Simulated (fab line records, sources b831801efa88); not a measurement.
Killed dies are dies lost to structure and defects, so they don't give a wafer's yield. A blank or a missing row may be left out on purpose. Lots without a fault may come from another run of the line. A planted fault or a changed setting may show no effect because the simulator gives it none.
fab line records | flow sky130
record lots=7 wafers=19 last_day=50
route steps=708 shown SD_N@350 SD_P@359 RES_XHIGH@360 SALICIDE@361 LI_CONTACT@362 PAD_OPEN@708
lots that met no fault: from a run of the same line without faults
start_h: hours from the record's first day to the start of the lot's first wafer shown | wait_h: hours since the lot's step before | " the same as in the row above | L1.1+2: a row that stands for several wafers | - no value, or no start given | * or withheld: withheld | < > ~ a bound
route shown NAME@n: a module of which the file shows steps, and the number in the route of the first | usual: mean/standard deviation of fault-free wafers | same: alike in all rows | chamber/n: place in a boat | sites: the reading at each site | _std_site: their standard deviation | _edge_site: outer sites' mean less inner sites' | radius_mm: how far each site lies from the wafer's centre | mask NAME#n: copy n | behind: the tool/chamber that last shaped the wafer | hold: why the lot was held/for how many hours/how that ended | device: the transistor (n, p or np) that didn't switch | end of line: the same wafers' tests at the end of the route | a step without rows: its recipe alone | killed: dies lost to structure and defects at the first sort, not the wafer's yield | map: a wafer's dies, x killed, . not, _ none there
set.NAME: the setting as run; set.NAME@STEP: as run at that earlier step | model.NAME: the simulator's own value behind a step, which no gauge read
lots at some steps of the route; a table a step, a row a wafer
services: from which hour (start_h, from the record's first day; less than 0 if before it) a tool's chamber was out of use, for how many hours, and why
## steps
# step SKY_SD_N_OVL_MEAS_08
# usual SD_N_OVL=0.4/1.3
# columns lot.wafer tool chamber start_h wait_h SD_N_OVL[nm]
L468.3 overlay-02 - 669.93 0.1 -0.8
L468.4 " - " " 1.0
L468.6 " - " " 0.2
L474.1 overlay-01 - 719.95 0.1 -0.4
L474.4 " - " " -0.8
L474.5 " - " " -0.3
L475.1 overlay-02 - 729.22 0.1 0.6
L475.4 " - " " 0.7
L476.1 overlay-02 - 737.12 0.1 -3.0
L476.4 " - " " -0.7
L484.1 overlay-02 - 803.92 0.1 0.6
L484.3 " - " " 1.2
L484.4 " - " " -0.8
L485.1 overlay-01 - 808.20 0.1 0.0
L485.2 " - " " 0.7
L485.5 " - " " -0.1
L488.1 overlay-01 - 832.62 0.1 -0.3
L488.2 " - " " 1.5
L488.4 " - " " 1.9
# step SKY_SD_N_IMPLANT_09
# recipe species=As energy_kev=50 dose_cm2=4e+15 tilt_deg=0
# step SKY_SD_N_IMPLANT_10
# recipe species=P energy_kev=20 dose_cm2=1e+14 tilt_deg=0
# step SKY_SD_N_STRIP_11
# recipe chemistry=O2/N2 power_w=1400 pressure_mtorr=1500 platen_temp_c=withheld o2_flow_sccm=3000 n2_flow_sccm=300 overash_fraction=0.5
# usual drypump_motor_current_A=5.55/0.21 oes_product_au=0.528/0.0044 strip_time_to_endpoint_s=22.55/0.038
# columns lot.wafer tool chamber start_h wait_h drypump_motor_current_A oes_product_au rf_hours_counter_h strip_time_to_endpoint_s
L468.3 plasma_asher-04 0 670.28 0.1 5.71 0.529 - 22.46
L468.4 " 1 " " 5.39 0.530 - 22.51
L468.6 " 1 " " 5.36 0.534 - 22.53
L474.1 plasma_asher-04 1 720.29 0.1 5.42 0.533 100 22.54
L474.4 " 1 " " 5.40 0.523 - 22.57
L474.5 " 0 " " 5.70 0.522 - 22.54
L475.1 plasma_asher-04 0 729.56 0.1 5.72 0.527 101 22.53
L475.4 " 1 " " 5.38 0.532 - 22.58
L476.1 plasma_asher-01 1 737.54 0.2 5.20 0.538 31 22.46
L476.4 " 1 " " 5.21 0.527 - 22.50
L484.1 plasma_asher-04 0 804.26 0.1 5.68 0.528 6 22.60
L484.3 " 1 " " 5.34 0.528 - 22.55
L484.4 " 0 " " 5.68 0.528 - 22.57
L485.1 plasma_asher-03 1 808.54 0.1 5.96 0.536 102 22.56
L485.2 " 0 " " 5.44 0.530 102 22.55
L485.5 " 0 " " 5.44 0.519 - 22.53
L488.1 plasma_asher-01 1 832.96 0.1 5.22 0.529 42 22.55
L488.2 " 0 " " 5.48 0.527 42 22.51
L488.4 " 1 " " 5.24 0.513 - 22.50
# step SKY_SD_N_TW_MEAS_12
# usual SD_N_TW=3962/28
# columns lot.wafer tool chamber start_h wait_h SD_N_TW
L468.3 film_metro-02 - 670.37 0.1 3944
L468.4 " - " " 3930
L468.6 " - " " 3952
L474.1 film_metro-03 - 720.39 0.1 3985
L474.4 " - " " 3929
L474.5 " - " " 3955
L475.1 film_metro-03 - 729.66 0.1 3941
L475.4 " - " " 3934
L476.1 film_metro-01 - 737.64 0.1 3966
L476.4 " - " " 4001
L484.1 film_metro-02 - 804.36 0.1 3899
L484.3 " - " " 3916
L484.4 " - " " 3927
L485.1 film_metro-01 - 808.64 0.1 3955
L485.2 " - " " 3958
L485.5 " - " " 3978
L488.1 film_metro-01 - 833.06 0.1 4020
L488.2 " - " " 3993
L488.4 " - " " 3988
# step SKY_SD_N_CLEAN_13
# recipe chemistry=SC1/SC2 mix=1:4:20 temp_c=70 time_s=150 dry=n2_spin
# step SKY_SD_N_RTA_14
# recipe temp_c=1075 time_s=2 idle_temp_c=650 ramp_up_c_per_s=150 ramp_down_c_per_s=90 ambient=N2
# usual anneal_temp_c_max=1081.0/2.1 chamber_o2_ppm=1.998/0.022 lamp_power_pct=15.73/0.052 wafer_temp_C_max=1078.1/1.4
# columns lot.wafer tool chamber start_h wait_h anneal_temp_c_max chamber_o2_ppm lamp_power_pct wafer_temp_C_max
L468.3 rtp_anneal-02 0 670.48 0.0 1084.1 2.005 15.79 1078.4
L468.4 " 0 " " 1082.2 1.992 15.81 1080.3
L468.6 " 0 " " 1083.3 2.024 15.77 1078.1
L474.1 rtp_anneal-02 0 720.50 0.0 1082.5 1.967 15.73 1078.1
L474.4 " 0 " " 1081.4 1.986 15.69 1079.3
L474.5 " 0 " " 1082.5 1.966 15.63 1077.4
L475.1 rtp_anneal-01 0 729.78 0.0 1078.6 2.001 15.73 1078.1
L475.4 " 0 " " 1078.9 1.995 15.73 1077.5
L476.1 rtp_anneal-02 0 737.75 0.0 1082.2 1.965 15.71 1077.9
L476.4 " 0 " " 1081.9 1.993 15.76 1077.9
L484.1 rtp_anneal-01 0 804.48 0.0 1080.2 1.998 15.74 1079.0
L484.3 " 0 " " 1079.5 2.052 15.71 1079.4
L484.4 " 0 " " 1079.1 2.009 15.78 1077.9
L485.1 rtp_anneal-02 0 808.75 0.0 1082.4 2.026 15.70 1078.5
L485.2 " 0 " " 1083.8 2.008 15.72 1077.6
L485.5 " 0 " " 1082.6 1.999 15.76 1081.7
L488.1 rtp_anneal-01 0 833.18 0.0 1079.3 1.977 15.75 1075.8
L488.2 " 0 " " 1080.1 2.009 15.65 1078.5
L488.4 " 0 " " 1078.6 1.960 15.64 1075.7
# step SKY_SD_N_RS_MEAS_16
# recipe thk_meas_gauge=four-point-probe
# usual SD_N_RS=68.64/0.13
# columns lot.wafer tool chamber start_h wait_h SD_N_RS[ohm/sq]
L468.3 film_metro-02 - 670.67 0.1 68.52
L468.4 " - " " 68.65
L468.6 " - " " 68.71
L474.1 film_metro-02 - 720.72 0.1 68.74
L474.4 " - " " 68.57
L474.5 " - " " 68.59
L475.1 film_metro-02 - 729.96 0.1 68.63
L475.4 " - " " 68.51
L476.1 film_metro-02 - 737.98 0.1 68.79
L476.4 " - " " 68.93
L484.1 film_metro-01 - 804.65 0.1 68.37
L484.3 " - " " 68.51
L484.4 " - " " 68.33
L485.1 film_metro-02 - 808.92 0.1 68.77
L485.2 " - " " 68.84
L485.5 " - " " 68.72
L488.1 film_metro-03 - 833.35 0.1 68.74
L488.2 " - " " 68.60
L488.4 " - " " 68.72
# step SKY_SD_N_RS_MEAS_17
# recipe thk_meas_gauge=four-point-probe
# usual SD_P_RS=147.3/0.43
# columns lot.wafer tool chamber start_h wait_h SD_P_RS[ohm/sq]
L468.3 film_metro-02 - 670.79 0.1 147.1
L468.4 " - " " 146.9
L468.6 " - " " 147.2
L474.1 film_metro-02 - 720.84 0.1 147.1
L474.4 " - " " 147.1
L474.5 " - " " 147.2
L475.1 film_metro-02 - 730.08 0.1 147.1
L475.4 " - " " 147.3
L476.1 film_metro-02 - 738.10 0.1 147.8
L476.4 " - " " 148.2
L484.1 film_metro-01 - 804.77 0.1 147.0
L484.3 " - " " 146.7
L484.4 " - " " 146.6
L485.1 film_metro-02 - 809.04 0.1 148.0
L485.2 " - " " 148.1
L485.5 " - " " 148.0
L488.1 film_metro-03 - 833.47 0.1 147.3
L488.2 " - " " 147.3
L488.4 " - " " 147.2
# step SKY_SD_N_RS_MEAS_18
# recipe thk_meas_gauge=four-point-probe
# usual RES_XHIGH_RS=333.7/1.2
# columns lot.wafer tool chamber start_h wait_h RES_XHIGH_RS[ohm/sq]
L468.3 film_metro-02 - 670.91 0.1 334.1
L468.4 " - " " 333.2
L468.6 " - " " 334.4
L474.1 film_metro-02 - 720.96 0.1 333.6
L474.4 " - " " 332.7
L474.5 " - " " 332.8
L475.1 film_metro-02 - 730.20 0.1 334.5
L475.4 " - " " 334.9
L476.1 film_metro-02 - 738.22 0.1 334.4
L476.4 " - " " 333.8
L484.1 film_metro-01 - 804.89 0.1 331.5
L484.3 " - " " 331.1
L484.4 " - " " 334.0
L485.1 film_metro-02 - 809.16 0.1 335.1
L485.2 " - " " 334.6
L485.5 " - " " 334.0
L488.1 film_metro-03 - 833.59 0.1 334.3
L488.2 " - " " 333.7
L488.4 " - " " 333.1
# step SKY_SALICIDE_CLEAN_00
# recipe chemistry=HF-last time_s=30 dilution=100:1 dry=ipa_marangoni
# step SKY_LI_CONTACT_HDPCVD_00
# recipe material=PSG target_thk_nm=930 sigma_open_frac=0.3 time_s=155 temp_c=600 sih4_flow_sccm=60 pressure_mtorr=6
# usual run_length_s=182.8/0.53
# columns lot.wafer tool chamber start_h wait_h run_length_s model.PSG_of_LI_CONTACT_HDPCVD_00.thk_nm
L468.3 hdpcvd-02 1 671.01 0.0 182.2 935.2
L468.4 " 1 " " 182.3 931
L468.6 " 0 " " 183.1 948.8
L474.1 hdpcvd-01 0 721.10 0.0 184.0 954.8
L474.4 " 1 " " 232.2 1238
L474.5 " 0 " " 183.7 951
L475.1 hdpcvd-01 2 730.33 0.0 182.9 943.2
L475.4 " 0 " " 232.3 1234
L476.1 hdpcvd-01 0 738.36 0.0 183.9 935.6
L476.4 " 2 " " 232.1 1240
L484.1 hdpcvd-02 0 805.03 0.0 183.0 919.4
L484.3 " 2 " " 183.4 923.4
L484.4 " 0 " " 183.0 931.4
L485.1 hdpcvd-02 2 809.30 0.0 182.5 932.4
L485.2 " 0 " " 183.6 939.8
L485.5 " 2 " " 182.2 930.9
L488.1 hdpcvd-01 0 833.73 0.0 183.4 944.6
L488.2 " 1 " " 183.3 927.1
L488.4 " 2 " " 183.4 937.5
# step SKY_LI_CONTACT_THK_MEAS_01
# recipe reads=PSG_of_LI_CONTACT_HDPCVD_00
# usual LI_CONTACT_HDPCVD_THK=934/10
# columns lot.wafer tool chamber start_h wait_h LI_CONTACT_HDPCVD_THK[nm]
L468.3 film_metro-01 - 671.13 0.1 936
L468.4 " - " " 932
L468.6 " - " " 950
L474.1 film_metro-02 - 721.20 0.1 954
L474.4 " - " " 1237
L474.5 " - " " 952
L475.1 film_metro-01 - 730.44 0.1 944
L475.4 " - " " 1233
L476.1 film_metro-02 - 738.46 0.1 936
L476.4 " - " " 1241
L484.1 film_metro-02 - 805.13 0.1 920
L484.3 " - " " 923
L484.4 " - " " 932
L485.1 film_metro-03 - 809.40 0.1 932
L485.2 " - " " 940
L485.5 " - " " 931
L488.1 film_metro-01 - 833.83 0.1 945
L488.2 " - " " 927
L488.4 " - " " 938
# step SKY_LI_CONTACT_CMP_02
# recipe material=PSG down_force_psi=4 platen_rpm=60 pad_velocity_m_s=0.94248
# usual motor_current_A=12.0/1.3 retaining_ring_pressure_frac=1.000/0.0053 time_to_endpoint_s=35/4.9
# columns lot.wafer tool chamber start_h wait_h motor_current_A retaining_ring_pressure_frac time_to_endpoint_s
L468.3 cmp-01 1 671.17 0.0 12.5 1.002 33
L468.4 " 3 " " 15.7 1.007 40
L468.6 " 2 " " 11.2 1.006 37
L474.1 cmp-01 2 721.52 0.3 10.4 1.008 40
L474.4 " 3 " " 14.9 0.999 72
L474.5 " 0 " " 12.0 0.991 37
L475.4 cmp-01 2 730.50 0.0 10.8 1.001 71
L475.1 " 1 " " 11.8 1.009 36
L476.1 cmp-02 1 738.71 0.2 10.4 1.001 26
L476.4 " 2 " " 12.3 0.991 62
L484.1 cmp-01 1 805.19 0.1 11.7 0.996 29
L484.4 " 3 " " 15.4 0.992 39
L484.3 " 0 " " 11.8 0.997 35
L485.1 cmp-01 1 809.51 0.1 12.3 1.003 32
L485.2 " 3 " " 15.0 1.005 39
L485.5 " 1 " " 11.9 1.010 32
L488.4 cmp-02 1 833.89 0.0 9.6 1.002 23
L488.1 " 3 " " 12.0 1.005 35
L488.2 " 0 " " 11.1 0.999 35
# step SKY_LI_CONTACT_BOW_MEAS_03
# recipe mode=bow
# usual LI_CONTACT_BOW=55/6.4
# columns lot.wafer tool chamber start_h wait_h LI_CONTACT_BOW[um]
L468.3 film_metro-03 - 671.51 0.3 56
L468.4 " - " " 50
L468.6 " - " " 48
L474.1 film_metro-01 - 721.72 0.1 55
L474.4 " - " " 62
L474.5 " - " " 58
L475.1 film_metro-01 - 730.80 0.1 54
L475.4 " - " " 53
L476.1 film_metro-01 - 739.01 0.2 36
L476.4 " - " " 55
L484.1 film_metro-02 - 805.49 0.2 52
L484.3 " - " " 62
L484.4 " - " " 53
L485.1 film_metro-01 - 809.76 0.2 57
L485.2 " - " " 53
L485.5 " - " " 49
L488.1 film_metro-01 - 834.19 0.1 50
L488.2 " - " " 59
L488.4 " - " " 59
# step SKY_PAD_OPEN_PROBE_99
# usual killed_at_M0_to_M3=44/6.9 killed_at_M4_up=3.2/1.8 killed_at_contacts=23/5.2 killed_at_front_end=15/4.5 killed_at_other=0.3/0.56 killed_dies=85/8.8 killed_open=47/6.7 killed_short=39/6.4
# same gross_dies=492 killed_at_back_side=0
# columns lot.wafer tool chamber start_h wait_h killed_at_M0_to_M3 killed_at_M4_up killed_at_contacts killed_at_front_end killed_at_other killed_dies killed_open killed_short
L474.1 prober-01 - 1128.90 0.1 35 3 26 11 0 75 39 36
L474.4 prober-01 - 1129.05 0.2 45 2 29 11 1 88 52 36
L474.5 prober-01 - 1129.10 0.2 37 4 25 18 0 84 46 38
L476.1 prober-01 - 1140.53 0.1 45 3 19 18 0 85 52 33
L484.1 prober-02 - 1184.17 0.1 49 2 24 23 0 98 57 41
L484.3 prober-02 - 1184.27 0.2 45 2 24 16 0 87 43 44
L484.4 prober-02 - 1184.32 0.2 43 1 21 15 0 80 43 37
# killed by level:class
L474.1 VIA1:geometric_particle:open=10 CONTACT:geometric_particle:open=8 LI_CONTACT:geometric_particle:open=7 POLY_GATE:geometric_particle:short=5 CONTACT:geometric_particle:short=5 VIA2:geometric_particle:open=5 LI_CONTACT:geometric_particle:short=4 METAL1:geometric_particle:short=4
L474.4 CONTACT:geometric_particle:open=11 VIA1:geometric_particle:open=10 LI_CONTACT:geometric_particle:open=8 METAL2:geometric_particle:short=8 VIA3:geometric_particle:open=7 POLY_GATE:geometric_particle:open=5 VIA2:geometric_particle:open=5 VIA2:geometric_particle:short=5
L474.5 CONTACT:geometric_particle:open=10 VIA1:geometric_particle:open=10 CONTACT:geometric_particle:short=7 FIELD_ISO:geometric_particle:open=6 METAL2:geometric_particle:short=5 SONOS_ONO:geometric_particle:open=4 LI_CONTACT:geometric_particle:open=4 VIA3:geometric_particle:short=4
L476.1 VIA1:geometric_particle:open=10 VIA2:geometric_particle:open=10 CONTACT:geometric_particle:open=9 VIA3:geometric_particle:open=6 POLY_GATE:geometric_particle:short=5 LI_CONTACT:geometric_particle:open=5 VIA2:geometric_particle:short=5 FIELD_ISO:geometric_particle:open=4
L484.1 METAL2:geometric_particle:short=13 CONTACT:geometric_particle:open=11 FIELD_ISO:geometric_particle:open=10 VIA1:geometric_particle:open=8 VIA3:geometric_particle:open=8 VIA2:geometric_particle:open=6 LI_CONTACT:geometric_particle:open=5 CONTACT:geometric_particle:short=5
L484.3 CONTACT:geometric_particle:open=15 METAL2:geometric_particle:short=9 VIA1:geometric_particle:open=7 FIELD_ISO:geometric_particle:short=5 FIELD_ISO:geometric_particle:open=5 METAL1:geometric_particle:short=5 VIA1:geometric_particle:short=5 CONTACT:geometric_particle:short=4
L484.4 VIA1:geometric_particle:open=11 LI_CONTACT:geometric_particle:open=6 FIELD_ISO:geometric_particle:open=5 LOCAL_INTERCONNECT:geometric_particle:short=5 METAL2:geometric_particle:short=5 VIA2:geometric_particle:open=5 VIA3:geometric_particle:open=5 FIELD_ISO:geometric_particle:short=4
## services
# columns tool chamber start_h hours kind
hdpcvd-01 - 650.75 15.0 pm
cmp-02 - 650.78 1.0 repair
plasma_asher-01 - 664.20 0.3 repair
cmp-02 - 669.76 1.1 repair
cmp-02 - 675.52 0.7 repair
plasma_asher-01 - 676.96 2.5 repair
hdpcvd-02 - 687.21 6.0 pm
cmp-01 - 699.39 16.8 pm
plasma_asher-03 - 707.60 4.6 repair
cmp-02 - 716.23 5.5 pm
hdpcvd-01 2 717.28 2.9 repair
cmp-02 - 724.55 3.8 repair
cmp-02 - 732.22 4.3 pm
plasma_asher-04 - 733.75 9.0 pm
plasma_asher-03 - 734.95 2.8 pm
cmp-01 - 742.22 3.3 repair
cmp-01 - 745.54 4.0 pm
cmp-01 - 749.54 - consumable_replace:conditioner
plasma_asher-04 - 755.20 0.5 repair
hdpcvd-01 - 775.99 1.2 repair
cmp-01 - 793.44 4.8 pm
cmp-01 - 818.53 6.7 repair
plasma_asher-04 - 823.87 14.6 pm
hdpcvd-01 - 828.78 0.6 repair
## key
first_sign step=SKY_LI_CONTACT_HDPCVD_00 reading=run_length_s direction=up sigmas=93 usual=* struck=*
effect step=SKY_LI_CONTACT_THK_MEAS_01 reading=LI_CONTACT_HDPCVD_THK direction=up sigmas=30 usual=934 struck=1237
effect step=SKY_LI_CONTACT_CMP_02 reading=time_to_endpoint_s direction=up sigmas=6.8 usual=* struck=*
model_effect step=SKY_LI_CONTACT_HDPCVD_00 value=PSG_of_LI_CONTACT_HDPCVD_00.thk_nm without=941.7 struck=1237
met_at SKY_LI_CONTACT_HDPCVD_00
struck_wafers L474.4,L475.4,L476.4
tester_left_out L474,L475,L476
fault kind=process_parameter_drift tool=hdpcvd-01 chamber=- onset_h=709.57 steps=SKY_LI_CONTACT_HDPCVD_00 channel=time_s offset=* shape=step end_h=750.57 scope=struck_wafers_only acts_in=* stated=*
# tester_left_out: of these lots the tester's yield and bins aren't shown, on N5 and GAA mostly nor the transistor test; their killed dies are dies lost to structure and defects alone, not to doping, threshold or leakage, so they don't give the yield
